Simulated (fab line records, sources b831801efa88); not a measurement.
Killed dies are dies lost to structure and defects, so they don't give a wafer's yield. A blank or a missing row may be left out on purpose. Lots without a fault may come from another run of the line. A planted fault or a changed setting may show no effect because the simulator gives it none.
A struck lot beside a sound one | flow sfq_line | 13 steps out of a route of 325
Sound: wafers L269.1, L269.4, L269.5. Struck: wafer L272.4. (L272.2, L272.5 of the same lot were not struck and are left out.) The cause comes at the end.
At each step with rows: each side's tool, then ch and its chambers, then its first start. Under that, the readings that differ: sound wafers | struck wafers | difference of the means | sigmas: that difference in standard deviations of wafers without a fault.
alike: readings whose means differ by less than 2 such deviations, and words and numbers that are the same on both sides. not compared: withheld readings, readings that some wafer has no value for, bounds like >300 that may hide the same value, and numbers for which the record gives no deviation and whose values overlap.
The two part at a step that has a row with sigmas, a row that says differs or no value, or rows on one side only. Numbers that don't overlap but have no deviation are shown without sigmas and don't part them. A reading that every wafer of one side lacks parts them only if that side has two wafers or more.

first, 1 step without rows for these wafers: SFQ_TRILAYER_M6_DEP_PRE_CLEAN_158 (time 22.5 s).
SFQ_TRILAYER_M6_DEP_SPUTTER_157: material Nb, target thk 200 nm, time 133.3 s.
  sound on pvd_sputter-05, day 77 09:41; struck on pvd_sputter-03, day 78 01:17
  alike: throttle_valve_pct
SFQ_M6_RS_MEAS_938: measures by four-point-probe.
  sound on film_metro-02, day 77 09:47; struck on film_metro-04, day 78 01:24
  reading           | sound             | struck | difference | sigmas
  M6_NB_RS (ohm/sq) | 0.895 0.899 0.887 | 0.869  | -0.025     | -3
then, 6 steps without rows for these wafers: SFQ_TRILAYER_M6_LITHO_COAT_164 (resist thk 60.96 nm); SFQ_TRILAYER_M6_LITHO_COAT_159 (resist thk 600 nm); SFQ_TRILAYER_M6_LITHO_SOFTBAKE_163; SFQ_TRILAYER_M6_LITHO_EXPOSE_160 (exposes mask M6, target cd 500 nm); SFQ_TRILAYER_M6_LITHO_PEB_162 (peb time 60 s); SFQ_TRILAYER_M6_LITHO_DEVELOP_161 (time 60 s).
SFQ_M6_OVL_MEAS_940:
  sound on overlay-02, day 77 19:34; struck on overlay-02, day 78 05:10
  alike: M6_OVL
SFQ_TRILAYER_M6_BARC_OPEN_METAL_ETCH_206: etches BARC in O2, target depth 125 nm, time 41.7 s.
  sound on rie_metal-02 ch 0,1, day 77 19:35; struck on rie_metal-01 ch 0, day 78 05:11
  alike: drypump_motor_current_A, oes_product_au
  not compared: rf_hours_counter_h
SFQ_TRILAYER_M6_ETCH_METAL_ETCH_162: etches Nb in Cl2/Ar, stops on SiO2, target depth 240 nm, time 120 s.
  sound on rie_metal-02 ch 0,1, day 77 19:39; struck on rie_metal-01 ch 0, day 78 05:15
  reading                                              | sound             | struck | difference | sigmas
  oes_product_au (a.u.)                                | 0.886 0.884 0.894 | 0.903  | +0.015     | +2
  model.KrF_of_TRILAYER_M6_LITHO_COAT_159.thk_nm (nm)  | 376.9 378.5 376.6 | 338    | -39        |
  model.SiO2_of_TRILAYER_A5C_DEP_PECVD_142.thk_nm (nm) | 62.09 63.4 63.65  | 55     | -8         |
  model.M6.feature_depth_nm (nm)                       | 199.1 198 200.3   | 211.9  | +12.8      |
  alike: drypump_motor_current_A
  not compared: rf_hours_counter_h
SFQ_TRILAYER_M6_STRIP_STRIP_163: strips in O2.
  sound on rie_metal-02 ch 0,1, day 77 19:47; struck on rie_metal-01 ch 0, day 78 05:23
  alike: drypump_motor_current_A, oes_product_au
  not compared: rf_hours_counter_h

WHERE THEY PART
First at SFQ_M6_RS_MEAS_938; last, within this record, at SFQ_TRILAYER_M6_ETCH_METAL_ETCH_162. Later steps at which nothing parts them and some readings are alike: SFQ_TRILAYER_M6_STRIP_STRIP_163.

WHY: what the simulator had put in
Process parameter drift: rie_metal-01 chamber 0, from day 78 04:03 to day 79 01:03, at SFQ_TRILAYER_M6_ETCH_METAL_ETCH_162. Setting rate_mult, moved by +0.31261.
